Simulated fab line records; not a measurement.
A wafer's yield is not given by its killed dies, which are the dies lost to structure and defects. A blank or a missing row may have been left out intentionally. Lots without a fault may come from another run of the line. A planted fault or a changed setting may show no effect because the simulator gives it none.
Matching of chambers ; flow gf180mcu ; GF_STI_CMP_25 on cmp-01: 4 sister chambers
The step polishes, stops on Si3N4, t overpolish 33 s, target thk 524.6 nm. 4 wafers are shown with their chamber, then 8 later ones without.

WAFERS PAIRED WITH THEIR CHAMBERS
wafer;chamber;motor-current-A (A)
L829.5;0;12.0
L829.6;1;12.1
L831.6;3;10.6
L832.1;2;12.0

WAFERS MISSING THEIR CHAMBER
wafer;motor-current-A (A)
L832.3;10.6
L832.6;11.7
L838.1;10.5
L838.3;11.9
L838.6;12.7
L844.1;12.5
L844.3;10.4
L844.6;11.8

THE CHAMBER EACH PASSED THROUGH
wafer;from the rows above;in truth
L832.3;3;3
L832.6;can't be placed: 0 or 2 or 1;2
L838.1;3;3
L838.3;can't be placed: 0 or 2 or 1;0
L838.6;can't be placed: 1 or 0 or 2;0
L844.1;can't be placed: 1 or 0 or 2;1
L844.3;3;3
L844.6;can't be placed: 0 or 2 or 1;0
Correctly placed: 3 of 8. Can't be placed from these rows: 5 (the true chamber is among the candidates in 5). 0 placed wrongly.
How it was worked out, from the rows above alone: a wafer's distance from a chamber is the root of the sum, over the readings, of the square of ((its reading less the chamber's mean) divided by the reading's scatter). The wafer belongs to the nearest chamber; if the next one is less than 2 further off, it can't be placed. A chamber's mean is the mean of its shown wafers. The scatter (one wafer shown for each chamber): square how far every hidden wafer sits from the nearest shown wafer, average those squares and take the square root.
